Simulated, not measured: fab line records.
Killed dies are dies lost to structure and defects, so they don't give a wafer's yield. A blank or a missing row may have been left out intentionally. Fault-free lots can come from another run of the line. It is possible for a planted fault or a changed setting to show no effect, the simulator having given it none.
The same fault as seen by 2 desks | flow sky130 | every desk sees just its own numbers, and what lay behind them comes last

## THE TOOL OWNER'S DESK: implanter-04
SKY_SONOS_TUNNEL_IMPLANT_09, tool's own readings: per-lot mean of the sampled wafers with a number, covering each lot this tool ran. Any lot whose mean is over 4 standard deviations away from the usual mean is out of limits and marked OUT; that distance is given in the brackets.
Columns: A = beamEnergyKeV at SKY_SONOS_TUNNEL_IMPLANT_09, usual 20.000
lot  | first seen here | A
L878 | day 12 14:13    | 19.994
L885 | day 15 00:44    | 22.995 (+99 or more) OUT
L883 | day 15 02:07    | 22.992 (+99 or more) OUT
L893 | day 17 13:38    | 19.996
L895 | day 17 21:32    | 19.999
L897 | day 19 04:28    | 19.999
This desk's finding: out of limits on L883, L885; first on L885, day 15 00:44 (beamEnergyKeV at SKY_SONOS_TUNNEL_IMPLANT_09). L878, L893, L895, L897 stayed within limits.

## AT THE METROLOGY DESK
What the gauges read, lot by lot, whatever tool the lot ran on: means of the sampled wafers that have a number. Any lot whose mean is over 4 standard deviations away from the usual mean is out of limits and marked OUT; that distance is given in the brackets.
Columns: A = VT_ADJUST_HVTR_TW at SKY_VT_ADJUST_HVTR_TW_MEAS_11, usual 211.0
lot  | first seen here | A
L874 | day 9 07:10     | 212.1
L878 | day 10 15:22    | 211.8
L880 | day 11 05:27    | 213.3
L885 | day 12 20:49    | 209.5
L883 | day 12 21:55    | 210.9
L887 | day 13 18:00    | 211.4
L889 | day 14 02:13    | 209.3
L891 | day 14 11:21    | 210.2
L893 | day 15 07:32    | 209.8
L894 | day 15 12:34    | 213.1
L895 | day 15 15:19    | 213.2
L896 | day 16 09:47    | 213.4
L897 | day 16 18:59    | 211.8
Result from this desk: across the 13 lots, nothing is out of limits.

## BROUGHT TOGETHER
An alarm could have come from the tool owner's desk at day 15 00:44, on L883, L885.
At the metrology desk, nothing out of limits was observed.
The metrology desk has L883, L885 on record, within its limits.
Of the lots named, all ran SKY_SONOS_TUNNEL_IMPLANT_09 on implanter-04.

## WHAT HAD BEEN PUT IN BY THE SIMULATOR
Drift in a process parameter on implanter-04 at SKY_SONOS_TUNNEL_IMPLANT_09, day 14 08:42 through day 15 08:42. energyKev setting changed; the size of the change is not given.
Struck lots among those shown: L883, L885.
Hours from the fault's start to each desk's first reading out of limits: the tool owner's desk, 16.
